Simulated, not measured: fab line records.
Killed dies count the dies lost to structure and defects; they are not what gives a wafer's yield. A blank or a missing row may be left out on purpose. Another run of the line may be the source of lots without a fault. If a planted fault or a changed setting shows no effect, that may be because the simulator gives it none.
A struck lot beside a sound one / flow sky130 / 15 out of 708 route steps
Sound: these wafers, L240.1, L240.5, L240.6. Struck: wafer L232.1 (left out: L232.4, L232.5 of the same lot, which were not struck); the cause appears at the end.
Per side, at each step with rows, come the tool, then ch with its chambers, and then its first start. Under that, the readings that differ: sound wafers / struck wafers / difference of the means / sigmas: that difference in standard deviations of wafers without a fault.
alike: readings with means less than 2 such deviations apart, plus words and numbers identical on both sides. not compared: withheld readings, readings lacking a value on some wafer, bounds such as >300 that could conceal the same value, and numbers that have no deviation in the record and whose values overlap.
A row with sigmas, a row that says differs or no value, or rows on one side alone: a step with any of these is where the two part. Non-overlapping numbers with no deviation appear without sigmas and do not part them. A reading that every wafer of one side lacks parts them only if that side has two wafers or more.

SKY_FIELD_ISO_ETCH_15: etches the open film in CHF3/O2, stops on Si, target depth 180 nm, time 72 s.
  sound on rie_diel-03 ch 2,3, day 6 07:56; struck on rie_diel-02 ch 2, day 4 13:14
  alike: drypump_motor_current_A, oes_product_au, throttle_valve_pct
  not compared: rf_hours_counter_h
SKY_FIELD_ISO_STRIP_16: strips in O2/N2.
  sound on plasma_asher-02 ch 0,1, day 6 07:59; struck on plasma_asher-01 ch 0, day 4 13:17
  alike: drypump_motor_current_A, oes_product_au, strip_time_to_endpoint_s
  not compared: rf_hours_counter_h
SKY_FIELD_ISO_ETCH_17: etches Si in HBr/Cl2/O2, target depth 342 nm, time 97.7 s.
  sound on rie_si-02 ch 1,2,3, day 6 08:05; struck on rie_si-01 ch 1, day 4 13:23
reading=oes_product_au (a.u.); sound=1.012 1.003 1.018; struck=0.991; difference=-0.020; sigmas=-2
  alike: drypump_motor_current_A, throttle_valve_pct
  not compared: rf_hours_counter_h
then, 5 steps without rows for these wafers: SKY_FIELD_ISO_WET_ETCH_18 (etches Si3N4 in H3PO4, target depth 25 nm, time 286 s); SKY_FIELD_ISO_CLEAN_19 (cleans in SC1/SC2, time 150 s); SKY_FIELD_ISO_CLEAN_20 (cleans in dHF, time 20 s); SKY_FIELD_ISO_WET_ETCH_21 (etches SiO2 in dHF, target depth 20 nm, time 400 s); SKY_FIELD_ISO_OXIDATION_22 (stabilise 600 s, purge 300 s, target thk 10 nm).
SKY_FIELD_ISO_THK_MEAS_23:
  sound: film_metro-02 at day 6 09:37; struck: film_metro-04 at day 4 15:41
reading=FIELD_ISO_OXIDATION_01_THK (nm); sound=10.19 10.14 10.29; struck=9.69; difference=-0.52; sigmas=-2
then, 1 step without rows for these wafers: SKY_FIELD_ISO_CVD_24 (deposits SiO2, target thk 595 nm, time 99.2 s).
SKY_FIELD_ISO_THK_MEAS_25:
  sound: film_metro-03 at day 6 09:44; struck: film_metro-04 at day 4 15:49
  alike: FIELD_ISO_CVD_24_THK
then, 1 step without rows for these wafers: SKY_FIELD_ISO_ANNEAL_26 (time 1800 s).
SKY_FIELD_ISO_CMP_27: polishes, stops on Si3N4, t overpolish 16 s, target thk 457.8 nm.
  sound on cmp-01 ch 1,2, day 6 11:27; struck on cmp-02 ch 0, day 4 17:43
reading=motor_current_A (A); sound=13.2 12.2 11.3; struck=15.1; difference=+2.9; sigmas=+2
reading=time_to_endpoint_s (s); sound=111 112 108; struck=63; difference=-47; sigmas=-13
  alike: overpolish_run_s, slurry_filter_dp_kPa
then, 1 step without rows for these wafers: SKY_FIELD_ISO_WET_ETCH_28 (etches SiO2 in dHF, target depth 23.7 nm, time 47 s).
-- here the record skips 44 days between the struck wafers' starts before and after, leaving off in module FIELD_ISO and picking up in module PAD_OPEN (first step shown: number 708 of the route) --
SKY_PAD_OPEN_PROBE_99:
  sound: prober-02 at day 50 03:50; struck: prober-02 at day 48 08:39
reading=killed_at_M0_to_M3; sound=41 47 49; struck=32; difference=-14; sigmas=-2
reading=killed_at_front_end; sound=21 13 13; struck=26; difference=+10; sigmas=+3
  alike: killed_at_M4_up, killed_at_contacts, killed_at_other, killed_dies, killed_open, killed_short

== WHERE THEY PART ==
Earliest at SKY_FIELD_ISO_ETCH_17; latest, in this record, at SKY_PAD_OPEN_PROBE_99.

WHY: the cause the simulator had injected
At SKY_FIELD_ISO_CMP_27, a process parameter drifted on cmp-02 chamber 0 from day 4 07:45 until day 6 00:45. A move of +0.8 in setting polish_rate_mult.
